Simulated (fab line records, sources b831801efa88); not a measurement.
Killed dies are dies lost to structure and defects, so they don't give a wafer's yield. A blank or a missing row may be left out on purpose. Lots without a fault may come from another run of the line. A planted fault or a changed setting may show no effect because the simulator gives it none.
fab line records | flow sky130
record lots=5 wafers=15 last_day=52
route steps=708 shown VIA2@523 METAL3@532 CAPM@537
lots that met no fault: from a run of the same line without faults
start_h: hours from the record's first day to the start of the lot's first wafer shown | wait_h: hours since the lot's step before | " the same as in the row above | L1.1+2: a row that stands for several wafers | - no value, or no start given | * or withheld: withheld | < > ~ a bound
route shown NAME@n: a module of which the file shows steps, and the number in the route of the first | usual: mean/standard deviation of fault-free wafers | same: alike in all rows | chamber/n: place in a boat | sites: the reading at each site | _std_site: their standard deviation | _edge_site: outer sites' mean less inner sites' | radius_mm: how far each site lies from the wafer's centre | mask NAME#n: copy n | behind: the tool/chamber that last shaped the wafer | hold: why the lot was held/for how many hours/how that ended | device: the transistor (n, p or np) that didn't switch | end of line: the same wafers' tests at the end of the route | a step without rows: its recipe alone | killed: dies lost to structure and defects at the first sort, not the wafer's yield | map: a wafer's dies, x killed, . not, _ none there
set.NAME: the setting as run; set.NAME@STEP: as run at that earlier step | model.NAME: the simulator's own value behind a step, which no gauge read
lots at some steps of the route; a table a step, a row a wafer
services: from which hour (start_h, from the record's first day; less than 0 if before it) a tool's chamber was out of use, for how many hours, and why
## steps
# step SKY_VIA2_STRIP_16
# recipe chemistry=O2/N2 power_w=1400 pressure_mtorr=1500 platen_temp_c=withheld o2_flow_sccm=3000 n2_flow_sccm=300 overash_fraction=0.5
# usual drypump_motor_current_A=5.8/0.49 o2_flow_sccm=3000/8 oes_product_au=0.399/0.0049 strip_time_to_endpoint_s=4.049/0.029
# columns lot.wafer tool chamber start_h wait_h drypump_motor_current_A o2_flow_sccm oes_product_au rf_hours_counter_h strip_time_to_endpoint_s
L074.2 plasma_asher-04 0 876.95 0.0 6.0 2999 0.406 76 4.058
L074.3 " 1 " " 5.7 2986 0.396 - 4.023
L074.6 " 0 " " 6.0 2993 0.400 - 4.045
L083.2 plasma_asher-03 0 961.70 0.0 4.9 3011 0.401 52 4.046
L083.3 " 0 " " 5.0 2998 0.396 - 4.083
L083.4 " 1 " " 6.7 2997 0.398 - 4.036
L084.2 plasma_asher-03 0 965.01 0.0 5.0 3013 0.398 52 4.052
L084.4 " 1 " " 6.7 2978 0.400 - 4.101
L084.6 " 0 " " 5.0 3007 0.406 - 4.049
L095.1 plasma_asher-03 0 1044.10 0.0 5.0 2992 0.399 59 3.996
L095.4 " 0 " " 5.0 2994 0.398 - 4.048
L095.5 " 0 " " 5.0 2992 0.401 - 4.031
L097.2 plasma_asher-02 0 1052.71 0.0 5.5 3012 0.406 30 4.084
L097.4 " 0 " " 5.6 3003 0.408 - 4.071
L097.5 " 0 " " 5.5 2998 0.397 - 4.070
# step SKY_VIA2_STRIP_17
# recipe chemistry=post_etch_residue_remover time_s=1200 temp_c=72.5
# usual temp_c=72.53/0.12
# columns lot.wafer tool chamber start_h wait_h temp_c
L074.2 wet_bench-01 1 877.05 0.1 72.57
L074.3 " 1 " " 72.49
L074.6 " 1 " " 72.54
L083.2 wet_bench-01 2 961.80 0.1 72.41
L083.3 " 2 " " 72.51
L083.4 " 2 " " 72.42
L084.2 wet_bench-04 1 965.11 0.1 72.56
L084.4 " 1 " " 72.66
L084.6 " 1 " " 72.70
L095.1 wet_bench-01 1 1044.20 0.1 72.37
L095.4 " 1 " " 72.56
L095.5 " 1 " " 72.67
L097.2 wet_bench-03 3 1052.81 0.1 72.47
L097.4 " 3 " " 72.57
L097.5 " 3 " " 72.60
# step SKY_VIA2_CLEAN_18
# recipe chemistry=IPA time_s=180 temp_c=25
# usual temp_c=25.02/0.12
# columns lot.wafer tool chamber start_h wait_h temp_c
L074.2 wet_bench-03 3 877.40 0.0 25.04
L074.3 " 3 " " 24.94
L074.6 " 3 " " 24.96
L083.2 wet_bench-03 3 962.15 0.0 24.67
L083.3 " 3 " " 24.88
L083.4 " 3 " " 24.89
L084.2 wet_bench-03 1 965.45 0.0 24.95
L084.4 " 1 " " 25.07
L084.6 " 1 " " 25.19
L095.1 wet_bench-04 2 1044.54 0.0 25.03
L095.4 " 2 " " 25.09
L095.5 " 2 " " 24.92
L097.2 wet_bench-01 3 1053.15 0.0 25.05
L097.4 " 3 " " 24.99
L097.5 " 3 " " 25.01
# step SKY_VIA2_CLEAN_19
# recipe chemistry=O3/DIW dry=n2_spin
# columns lot.wafer tool chamber start_h wait_h
L074.2+3+6 wet_bench-01 3 877.45 0.0
L083.2+3+4 wet_bench-01 1 962.20 0.0
L084.2+4+6 wet_bench-04 2 965.51 0.0
L095.1+4+5 wet_bench-03 2 1044.60 0.0
L097.2+4+5 wet_bench-03 3 1053.21 0.0
# step SKY_VIA2_SPUTTER_20
# recipe material=TiN target_thk_nm=20 chamber_pressure_pa=5 power_w=4000 time_s=80
# usual throttle_valve_pct=30.4/0.83
# columns lot.wafer tool chamber start_h wait_h throttle_valve_pct
L074.2 pvd_sputter-01 - 877.55 0.0 30.1
L074.3 " - " " 30.7
L074.6 " - " " 29.4
L083.2 pvd_sputter-01 - 962.30 0.0 30.0
L083.3 " - " " 30.4
L083.4 " - " " 30.0
L084.2 pvd_sputter-04 - 965.60 0.0 29.6
L084.4 " - " " 30.6
L084.6 " - " " 31.0
L095.1 pvd_sputter-02 - 1044.69 0.0 31.1
L095.4 " - " " 30.8
L095.5 " - " " 31.0
L097.2 pvd_sputter-01 - 1053.30 0.0 30.3
L097.4 " - " " 29.4
L097.5 " - " " 30.2
# step SKY_VIA2_CVD_21
# recipe material=W target_thk_nm=420 time_s=126.4 temp_c=400 pressure_torr=40
# usual heater_power_w=798/81
# columns lot.wafer tool chamber start_h wait_h heater_power_w
L074.2 cvd_w-02 0 877.61 0.0 879
L074.3 " 1 " " 875
L074.6 " 0 " " 905
L083.2 cvd_w-02 0 962.36 0.0 913
L083.3 " 0 " " 907
L083.4 " 1 " " 818
L084.2 cvd_w-02 1 965.67 0.0 807
L084.4 " 1 " " 807
L084.6 " 0 " " 898
L095.1 cvd_w-01 0 1044.76 0.0 694
L095.4 " 1 " " 795
L095.5 " 0 " " 701
L097.2 cvd_w-02 0 1053.36 0.0 898
L097.4 " 1 " " 815
L097.5 " 1 " " 823
# step SKY_VIA2_RS_MEAS_22
# recipe thk_meas_gauge=four-point-probe reads=W_of_VIA2_CVD_21+TiN_of_VIA2_SPUTTER_20
# usual VIA2_W_RS=0.273/0.0047
# columns lot.wafer tool chamber start_h wait_h VIA2_W_RS[ohm/sq]
L074.2 film_metro-02 - 877.76 0.1 0.273
L074.3 " - " " 0.276
L074.6 " - " " 0.274
L083.2 film_metro-02 - 962.51 0.1 0.278
L083.3 " - " " 0.276
L083.4 " - " " 0.275
L084.2 film_metro-01 - 965.82 0.1 0.275
L084.4 " - " " 0.278
L084.6 " - " " 0.277
L095.1 film_metro-02 - 1044.89 0.1 0.269
L095.4 " - " " 0.276
L095.5 " - " " 0.268
L097.2 film_metro-03 - 1053.51 0.1 0.272
L097.4 " - " " 0.272
L097.5 " - " " 0.274
# step SKY_VIA2_THK_MEAS_23
# recipe thk_meas_gauge=xrf reads=W_of_VIA2_CVD_21
# usual VIA2_W_THK=422/8.2
# columns lot.wafer tool chamber start_h wait_h VIA2_W_THK[nm]
L074.2 film_metro-02 - 877.87 0.1 420
L074.3 " - " " 416
L074.6 " - " " 422
L083.2 film_metro-02 - 962.62 0.1 415
L083.3 " - " " 418
L083.4 " - " " 420
L084.2 film_metro-01 - 965.93 0.1 417
L084.4 " - " " 414
L084.6 " - " " 415
L095.1 film_metro-02 - 1045.01 0.1 435
L095.4 " - " " 420
L095.5 " - " " 437
L097.2 film_metro-03 - 1053.62 0.1 427
L097.4 " - " " 425
L097.5 " - " " 425
# step SKY_VIA2_CMP_24
# recipe stop_on=SiO2 t_overpolish_s=20 down_force_psi=3.5 platen_rpm=60 target_thk_nm=0 pad_velocity_m_s=0.94248
# usual head_pressure_psi=3.499/0.0076 motor_current_A=10.6/1.1 overpolish_run_s=20.000/0.0098 time_to_endpoint_s=103/4
# columns lot.wafer tool chamber start_h wait_h head_pressure_psi motor_current_A overpolish_run_s time_to_endpoint_s
L074.3 cmp-02 1 878.19 0.3 3.506 10.8 19.997 100
L074.2 " 3 " " 3.498 10.0 19.999 102
L074.6 " 0 " " 3.494 9.2 20.003 101
L083.2 cmp-02 1 962.67 0.0 3.506 11.4 19.987 98
L083.3 " 2 " " 3.494 10.1 19.985 103
L083.4 " 0 " " 3.502 9.9 20.011 101
L084.2 cmp-02 2 966.03 0.1 3.503 9.7 19.999 98
L084.4 " 3 " " 3.502 10.8 20.005 99
L084.6 " 2 " " 3.515 10.2 20.005 97
L095.4 cmp-02 2 1045.17 0.1 3.488 10.2 20.007 98
L095.1 " 3 " " 3.503 10.2 20.014 104
L095.5 " 0 " " 3.516 9.5 19.968 107
L097.4 cmp-01 1 1053.72 0.1 3.492 11.9 20.001 109
L097.2 " 2 " " 3.487 9.1 19.978 105
L097.5 " 0 " " 3.507 9.9 19.998 108
# step SKY_METAL3_SPUTTER_00
# recipe material=Ti target_thk_nm=15 power_w=3000 time_s=10 chamber_pressure_pa=0.4
# usual throttle_valve_pct=30.0/0.9
# columns lot.wafer tool chamber start_h wait_h throttle_valve_pct
L074.2 pvd_sputter-03 - 878.44 0.1 30.0
L074.3 " - " " 27.9
L074.6 " - " " 31.1
L083.2 pvd_sputter-01 - 962.97 0.2 29.6
L083.3 " - " " 29.8
L083.4 " - " " 30.5
L084.2 pvd_sputter-03 - 966.28 0.2 30.2
L084.4 " - " " 30.7
L084.6 " - " " 27.6
L095.1 pvd_sputter-03 - 1045.37 0.1 27.8
L095.4 " - " " 30.6
L095.5 " - " " 27.8
L097.2 pvd_sputter-03 - 1053.97 0.1 29.8
L097.4 " - " " 28.0
L097.5 " - " " 30.8
# step SKY_METAL3_SPUTTER_01
# recipe material=TiN target_thk_nm=20 power_w=6500 time_s=16.7 chamber_pressure_pa=0.4
# usual throttle_valve_pct=30.0/0.91
# columns lot.wafer tool chamber start_h wait_h throttle_valve_pct
L074.2 pvd_sputter-03 - 878.46 0.0 30.1
L074.3 " - " " 27.8
L074.6 " - " " 31.1
L083.2 pvd_sputter-01 - 962.99 0.0 30.0
L083.3 " - " " 29.5
L083.4 " - " " 30.5
L084.2 pvd_sputter-03 - 966.30 0.0 30.1
L084.4 " - " " 30.6
L084.6 " - " " 27.6
L095.1 pvd_sputter-03 - 1045.39 0.0 27.6
L095.4 " - " " 30.9
L095.5 " - " " 27.7
L097.2 pvd_sputter-03 - 1054.00 0.0 29.9
L097.4 " - " " 27.8
L097.5 " - " " 30.7
# step SKY_METAL3_SPUTTER_02
# recipe material=AlCu target_thk_nm=735 power_w=10600 time_s=39.1 chamber_pressure_pa=0.4
# usual throttle_valve_pct=30.0/0.89
# columns lot.wafer tool chamber start_h wait_h throttle_valve_pct
L074.2 pvd_sputter-03 - 878.48 0.0 30.2
L074.3 " - " " 27.5
L074.6 " - " " 31.0
L083.2 pvd_sputter-01 - 963.02 0.0 29.7
L083.3 " - " " 29.8
L083.4 " - " " 30.5
L084.2 pvd_sputter-03 - 966.32 0.0 30.1
L084.4 " - " " 30.8
L084.6 " - " " 27.9
L095.1 pvd_sputter-03 - 1045.42 0.0 27.6
L095.4 " - " " 30.8
L095.5 " - " " 27.6
L097.2 pvd_sputter-03 - 1054.02 0.0 30.0
L097.4 " - " " 28.0
L097.5 " - " " 30.8
# step SKY_METAL3_SPUTTER_03
# recipe material=Ti target_thk_nm=5 power_w=3000 time_s=3.3 chamber_pressure_pa=0.4
# usual throttle_valve_pct=30.0/0.89
# columns lot.wafer tool chamber start_h wait_h throttle_valve_pct
L074.2 pvd_sputter-03 - 878.52 0.0 30.0
L074.3 " - " " 27.8
L074.6 " - " " 31.0
L083.2 pvd_sputter-01 - 963.05 0.0 30.0
L083.3 " - " " 29.5
L083.4 " - " " 30.7
L084.2 pvd_sputter-03 - 966.36 0.0 29.8
L084.4 " - " " 30.5
L084.6 " - " " 27.9
L095.1 pvd_sputter-03 - 1045.46 0.0 27.8
L095.4 " - " " 30.9
L095.5 " - " " 27.8
L097.2 pvd_sputter-03 - 1054.06 0.0 30.1
L097.4 " - " " 27.8
L097.5 " - " " 30.8
# step SKY_METAL3_SPUTTER_04
# recipe material=TiN target_thk_nm=70 power_w=6500 time_s=58.3 chamber_pressure_pa=0.4
# usual throttle_valve_pct=30.0/0.89
# columns lot.wafer tool chamber start_h wait_h throttle_valve_pct
L074.2 pvd_sputter-03 - 878.54 0.0 30.0
L074.3 " - " " 27.6
L074.6 " - " " 30.4
L083.2 pvd_sputter-01 - 963.07 0.0 30.1
L083.3 " - " " 29.5
L083.4 " - " " 30.3
L084.2 pvd_sputter-03 - 966.38 0.0 30.2
L084.4 " - " " 30.8
L084.6 " - " " 27.6
L095.1 pvd_sputter-03 - 1045.48 0.0 27.9
L095.4 " - " " 31.0
L095.5 " - " " 27.7
L097.2 pvd_sputter-03 - 1054.08 0.0 30.0
L097.4 " - " " 27.7
L097.5 " - " " 30.8
# step SKY_CAPM_CVD_00
# recipe material=SiO2 target_thk_nm=15.5 temp_c=400 time_s=withheld rf_w=450
# usual heater_power_w=688/100
# columns lot.wafer tool chamber start_h wait_h heater_power_w
L074.2 pecvd-03 1 878.59 0.0 603
L074.3 " 2 " " 732
L074.6 " 2 " " 763
L083.2 pecvd-01 0 963.12 0.0 727
L083.3 " 1 " " 882
L083.4 " 2 " " 528
L084.2 pecvd-03 0 966.43 0.0 679
L084.4 " 2 " " 667
L084.6 " 0 " " 677
L095.1 pecvd-02 0 1045.54 0.0 566
L095.4 " 0 " " 576
L095.5 " 2 " " 782
L097.2 pecvd-02 1 1054.13 0.0 799
L097.4 " 2 " " 742
L097.5 " 1 " " 778
# step SKY_CAPM_THK_MEAS_01
# recipe reads=SiO2_of_CAPM_CVD_00
# usual CAPM_CVD_00_THK=15.47/0.23
# columns lot.wafer tool chamber start_h wait_h CAPM_CVD_00_THK[nm]
L074.2 film_metro-04 - 878.63 - 15.38
L074.3 " - " " 15.70
L074.6 " - " " 16.01
L083.2 film_metro-04 - 963.15 - 15.41
L083.3 " - " " 15.60
L083.4 " - " " 15.78
L084.2 film_metro-03 - 966.47 - 15.36
L084.4 " - " " 15.96
L084.6 " - " " 15.69
L095.1 film_metro-03 - 1045.56 - 15.25
L095.4 " - " " 15.57
L095.5 " - " " 15.55
L097.2 film_metro-04 - 1054.16 - 15.15
L097.4 " - " " 15.57
L097.5 " - " " 15.47
# step SKY_CAPM_SPUTTER_02
# recipe material=TiN target_thk_nm=200 temp_c=300 power_w=6323 time_s=166.7 chamber_pressure_pa=0.4
# usual substrate_temp_c=300.00/0.2 throttle_valve_pct=30.4/0.98
# columns lot.wafer tool chamber start_h wait_h substrate_temp_c throttle_valve_pct
L074.2 pvd_sputter-02 - 878.68 0.0 299.84 32.4
L074.3 " - " " 300.19 31.1
L074.6 " - " " 299.80 31.3
L083.2 pvd_sputter-03 - 963.20 0.0 299.82 27.9
L083.3 " - " " 299.94 30.6
L083.4 " - " " 299.96 29.9
L084.2 pvd_sputter-01 - 966.52 0.0 299.88 30.6
L084.4 " - " " 299.66 29.6
L084.6 " - " " 299.99 30.0
L095.1 pvd_sputter-02 - 1045.62 0.1 300.04 32.4
L095.4 " - " " 299.69 29.6
L095.5 " - " " 299.79 29.3
L097.2 pvd_sputter-02 - 1054.21 0.0 299.97 31.0
L097.4 " - " " 299.89 32.2
L097.5 " - " " 299.87 30.9
# step SKY_CAPM_RS_MEAS_03
# recipe thk_meas_gauge=four-point-probe reads=TiN_of_CAPM_SPUTTER_02
# usual CAPM_TIN_RS=7.08/0.091
# columns lot.wafer tool chamber start_h wait_h CAPM_TIN_RS[ohm/sq]
L074.2 film_metro-01 - 878.81 0.1 6.97
L074.3 " - " " 6.99
L074.6 " - " " 6.92
L083.2 film_metro-01 - 963.33 0.1 7.13
L083.3 " - " " 7.27
L083.4 " - " " 7.09
L084.2 film_metro-03 - 966.65 0.1 7.02
L084.4 " - " " 7.12
L084.6 " - " " 7.12
L095.1 film_metro-01 - 1045.73 0.1 7.01
L095.4 " - " " 7.13
L095.5 " - " " 7.09
L097.2 film_metro-01 - 1054.34 0.1 7.06
L097.4 " - " " 7.02
L097.5 " - " " 7.09
# step SKY_CAPM_THK_MEAS_04
# recipe thk_meas_gauge=xrf reads=TiN_of_CAPM_SPUTTER_02
# usual CAPM_TIN_THK=193.6/2.6
# columns lot.wafer tool chamber start_h wait_h CAPM_TIN_THK[nm]
L074.2 film_metro-01 - 878.92 0.1 197.2
L074.3 " - " " 196.5
L074.6 " - " " 198.7
L083.2 film_metro-01 - 963.44 0.1 191.9
L083.3 " - " " 188.5
L083.4 " - " " 192.7
L084.2 film_metro-03 - 966.76 0.1 194.6
L084.4 " - " " 192.5
L084.6 " - " " 192.2
L095.1 film_metro-01 - 1045.85 0.1 194.3
L095.4 " - " " 191.8
L095.5 " - " " 192.4
L097.2 film_metro-01 - 1054.45 0.1 193.8
L097.4 " - " " 195.0
L097.5 " - " " 193.2
# step SKY_CAPM_DEHYDRATE_05
# recipe temp_c=200 time_s=60
# columns lot.wafer tool chamber start_h wait_h
L074.2+3+6 litho_track-03 0 892.52 13.6
L083.2+3+4 litho_track-01 0 975.93 12.5
L084.2+4+6 litho_track-01 0 979.18 12.4
L095.1+4+5 litho_track-03 0 1056.69 10.8
L097.2+4+5 litho_track-04 0 1064.87 10.4
## services
# columns tool chamber start_h hours kind
cvd_w-01 - 855.31 0.4 repair
pvd_sputter-04 - 857.28 1.5 repair
cvd_w-02 0 866.81 10.2 repair
pecvd-03 0 877.49 11.5 repair
cmp-01 - 885.71 1.0 repair
pvd_sputter-04 - 888.79 5.0 repair
plasma_asher-02 - 894.68 10.7 repair
cvd_w-02 - 904.00 14.0 pm
plasma_asher-04 - 905.92 4.2 repair
cmp-02 - 912.25 4.0 pm
wet_bench-01 - 923.28 3.5 repair
plasma_asher-04 - 926.29 2.8 pm
plasma_asher-03 - 930.40 8.7 repair
pecvd-03 2 952.77 7.9 repair
pecvd-03 1 962.27 7.1 repair
cmp-02 - 963.54 2.3 repair
pecvd-03 0 976.33 7.3 repair
cvd_w-02 0 991.04 2.6 repair
pvd_sputter-03 - 995.65 5.8 repair
pvd_sputter-03 - 1008.55 3.4 repair
pvd_sputter-01 - 1011.13 2.7 repair
cmp-02 - 1016.83 10.2 pm
plasma_asher-03 - 1023.54 6.3 repair
cmp-02 - 1050.87 0.5 repair
## key
fault none
